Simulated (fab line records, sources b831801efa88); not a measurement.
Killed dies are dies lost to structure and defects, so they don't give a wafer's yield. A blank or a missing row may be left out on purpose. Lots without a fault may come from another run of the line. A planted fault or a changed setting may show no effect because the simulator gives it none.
Which tool did it? | flow sky130 | 13 lots, 39 wafers sampled, at 4 steps of a route of 708

WHAT THE GAUGES READ, wafer by wafer
SKY_METAL2_THK_MEAS_06: measures by xrf.
lot  | measured     | on            | METAL2_ALCU_THK (nm)
L804 | day 34 19:29 | film_metro-02 | 250 252 246
L805 | day 35 03:47 | film_metro-04 | 246 242 245
L809 | day 35 23:06 | film_metro-04 | 250 246 247
L810 | day 36 09:48 | film_metro-04 | 247 246 245
L814 | day 37 15:14 | film_metro-04 | 244 251 251
L816 | day 37 21:31 | film_metro-01 | 248 251 249
L817 | day 38 16:39 | film_metro-04 | 246 248 251
L818 | day 38 14:36 | film_metro-01 | 243 246 247
L819 | day 38 23:01 | film_metro-02 | 245 245 246
L820 | day 39 10:38 | film_metro-04 | 248 253 250
L821 | day 39 08:49 | film_metro-02 | 248 253 251
L822 | day 39 16:05 | film_metro-01 | 250 251 248
L827 | day 41 03:05 | film_metro-01 | 249 244 245

WHICH TOOL RAN EACH LOT (tool, then ch and the chambers of the sampled wafers, then the start)
lot  | SKY_NWELL_IMPLANT_24            | SKY_VIA1_CMP_02               | SKY_VIA1_ETCH_14
L804 | implanter-01 ch 0, day 6 02:24  | cmp-02 ch 0,2,3, day 33 15:34 | rie_diel-04 ch 0,1,3, day 34 17:52
L805 | implanter-02 ch 0, day 6 02:31  | cmp-01 ch 0,3, day 33 22:47   | rie_diel-02 ch 0,2, day 35 02:07
L809 | implanter-02 ch 0, day 6 17:28  | cmp-02 ch 1,3, day 34 18:16   | rie_diel-04 ch 0,1,3, day 35 21:31
L810 | implanter-03 ch 0, day 7 03:25  | cmp-02 ch 2,3, day 35 05:08   | rie_diel-02 ch 1,2,3, day 36 08:13
L814 | implanter-02 ch 0, day 7 23:09  | cmp-02 ch 2,3, day 36 09:35   | rie_diel-02 ch 1,2,3, day 37 13:35
L816 | implanter-01 ch 0, day 8 07:26  | cmp-02 ch 0,1,2, day 36 17:01 | rie_diel-04 ch 2,3, day 37 19:56
L817 | implanter-03 ch 0, day 8 12:58  | cmp-02 ch 0,1,2, day 37 13:02 | rie_diel-02 ch 1,2,3, day 38 15:04
L818 | implanter-03 ch 0, day 8 19:14  | cmp-02 ch 0,1, day 37 10:52   | rie_diel-02 ch 1,3, day 38 13:01
L819 | implanter-03 ch 0, day 9 03:40  | cmp-02 ch 0,1,2, day 37 19:14 | rie_diel-02 ch 0,1,2, day 38 21:25
L820 | implanter-03 ch 0, day 9 11:29  | cmp-01 ch 0,2, day 38 08:01   | rie_diel-02 ch 0,1,3, day 39 09:04
L821 | implanter-02 ch 0, day 9 12:51  | cmp-02 ch 0,1,3, day 38 05:49 | rie_diel-02 ch 0,1,3, day 39 07:14
L822 | implanter-01 ch 0, day 9 18:33  | cmp-01 ch 0,1,3, day 38 13:52 | rie_diel-04 ch 0,1,3, day 39 14:31
L827 | implanter-01 ch 0, day 11 04:47 | cmp-01 ch 0,1,2, day 40 00:49 | rie_diel-02 ch 0,1, day 41 01:25
- SKY_NWELL_IMPLANT_24
- SKY_VIA1_CMP_02: polishes SiO2.
- SKY_VIA1_ETCH_14: etches BARC in N2/H2, stops on SiO2, time 45.9 s, target depth 60 nm.

WHAT THE TOOLS THEMSELVES READ (means of the sampled wafers that have a number; where no wafer has one, the mark that the record gives instead)
SKY_NWELL_IMPLANT_24.
lot  | tool         | beam_energy_keV | dose_ions_cm2 | faraday_current_uA
L804 | implanter-01 | 140.01          | 9.202e+12     | 51.6
L805 | implanter-02 | 139.97          | 9.193e+12     | 52.0
L809 | implanter-02 | 139.98          | 9.198e+12     | 51.5
L810 | implanter-03 | 140.03          | 9.198e+12     | 52.2
L814 | implanter-02 | 140.00          | 9.197e+12     | 51.4
L816 | implanter-01 | 139.98          | 9.194e+12     | 52.0
L817 | implanter-03 | 140.00          | 9.198e+12     | 52.0
L818 | implanter-03 | 139.97          | 9.202e+12     | 51.1
L819 | implanter-03 | 129.58          | 9.202e+12     | 52.4
L820 | implanter-03 | 129.58          | 9.198e+12     | 51.7
L821 | implanter-02 | 140.04          | 9.195e+12     | 52.2
L822 | implanter-01 | 140.06          | 9.206e+12     | 51.4
L827 | implanter-01 | 140.02          | 9.196e+12     | 51.7

SKY_VIA1_CMP_02.
lot  | tool   | motor_current_A (A) | slurry_filter_dp_kPa (kPa)
L804 | cmp-02 | 11.3                | 13.53
L805 | cmp-01 | 10.9                | 13.63
L809 | cmp-02 | 12.0                | 13.75
L810 | cmp-02 | 11.6                | 13.61
L814 | cmp-02 | 11.8                | 13.50
L816 | cmp-02 | 11.8                | 13.35
L817 | cmp-02 | 11.8                | 13.62
L818 | cmp-02 | 11.2                | 13.44
L819 | cmp-02 | 11.3                | 13.50
L820 | cmp-01 | 10.8                | 13.54
L821 | cmp-02 | 11.7                | 13.49
L822 | cmp-01 | 11.3                | 13.63
L827 | cmp-01 | 11.0                | 13.43

SKY_VIA1_ETCH_14.
lot  | tool        | drypump_motor_current_A (A) | oes_product_au (a.u.) | throttle_valve_pct (%)
L804 | rie_diel-04 | 5.6                         | 0.857                 | 13.230
L805 | rie_diel-02 | 6.2                         | 0.857                 | 13.220
L809 | rie_diel-04 | 5.6                         | 0.851                 | 13.224
L810 | rie_diel-02 | 5.3                         | 0.854                 | 13.223
L814 | rie_diel-02 | 5.3                         | 0.856                 | 13.213
L816 | rie_diel-04 | 6.3                         | 0.853                 | 13.225
L817 | rie_diel-02 | 5.4                         | 0.856                 | 13.224
L818 | rie_diel-02 | 5.2                         | 0.850                 | 13.216
L819 | rie_diel-02 | 5.8                         | 0.860                 | 13.223
L820 | rie_diel-02 | 5.7                         | 0.856                 | 13.217
L821 | rie_diel-02 | 5.6                         | 0.858                 | 13.222
L822 | rie_diel-04 | 5.6                         | 0.854                 | 13.221
L827 | rie_diel-02 | 5.7                         | 0.853                 | 13.238

THE ANSWER, worked out from the rows above alone
Rule: what is usual is taken from the lots themselves. Put in order of their means at a reading, lots are off if they are a third of the lots or fewer, leave a main group of 4 or more, and stand apart from it by a gap of 3 or more times the standard deviation of the main group's means; of several such gaps the widest counts. A main group whose means are all the same, to the digits that the tables above print for the reading, isn't used. A lot without any number at a reading at which 4 lots or more have one is off too. The other lots that the step has rows for count as sound. The gauges are gone through in route order, then the tools' own readings, and for those a lot's mean is taken as printed above. The first step at which some lot is off is used, and at that step the reading that is off furthest; a lot without a number counts as furthest.
Off: L819, L820, at SKY_NWELL_IMPLANT_24 (beam_energy_keV). The main group: mean 140.01, standard deviation 0.028.
A tool fits if, at that step or a process step before it, it ran every lot that is off, and no sound lot after the first of them. One fits: implanter-03 at SKY_NWELL_IMPLANT_24. Its last sound lot is L818 (day 8 19:14), its first lot that is off L819 (day 9 03:40): a fault that began between those two fits.
The tool's own readings at SKY_NWELL_IMPLANT_24 bear it out: on the lots that are off they differ by more than 5 times the standard deviation of the sound lots' means. beam_energy_keV reads 129.58 there against 140.01 on the sound lots.

WHAT THE SIMULATOR HAD PUT IN
Process parameter drift: implanter-03, from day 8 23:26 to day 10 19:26, at SKY_NWELL_IMPLANT_24. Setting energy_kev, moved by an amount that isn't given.
Lots struck among those shown: L819, L820. The rule above found the same.
